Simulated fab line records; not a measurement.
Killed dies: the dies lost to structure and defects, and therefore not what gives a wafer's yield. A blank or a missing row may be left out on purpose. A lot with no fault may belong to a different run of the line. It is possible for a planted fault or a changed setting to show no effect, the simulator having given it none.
Which tool was responsible? | flow gf180mcu | 12 lots, 36 wafers sampled, at 1 step of a route of 602

WHAT THE GAUGES READ, wafer by wafer
GF_STI_THK_MEAS_22.
lot  | measured    | on            | STI_OXIDATION_01_THK (nm)
L075 | day 2 09:59 | film-metro-02 | 14.47 14.70 14.82
L077 | day 2 21:02 | film-metro-02 | 15.23 14.99 14.91
L079 | day 3 06:50 | film-metro-02 | 14.91 15.20 14.88
L081 | day 3 15:05 | film-metro-02 | 15.08 15.07 15.06
L083 | day 4 03:20 | film-metro-02 | 15.38 15.00 15.12
L085 | day 4 12:05 | film-metro-02 | 14.59 14.75 14.67
L087 | day 4 22:08 | film-metro-01 | 14.97 15.08 14.96
L089 | day 5 08:38 | film-metro-03 | 15.02 15.39 15.22
L091 | day 5 18:54 | film-metro-03 | 15.42 15.57 15.45
L093 | day 6 05:38 | film-metro-02 | 15.19 15.50 15.44
L095 | day 6 15:59 | film-metro-02 | 14.85 15.00 14.76
L097 | day 7 01:58 | film-metro-01 | 15.14 15.13 15.06

WHAT TOOL EACH LOT RAN ON (gives the tool, then ch and the chambers of the sampled wafers, and finally the start)
Before these readings, the record contains no process step.

THE ANSWER, worked out from the rows above alone
Rule: the lots themselves supply what counts as usual. Put in order of their means at a reading, lots are off if they are a third of the lots or fewer, leave a main group of 4 or more, and stand apart from it by a gap of 3 or more times the standard deviation of the main group's means; of several such gaps the widest counts. The tables above print the reading to a certain number of digits; a main group whose means all agree to those digits is not used. Also off: a lot with no number at a reading for which 4 or more lots have one. The other lots that the step has rows for count as sound.
Nothing can be told from this: no lot is off at any reading shown.

WHAT THE SIMULATOR HAD PUT IN
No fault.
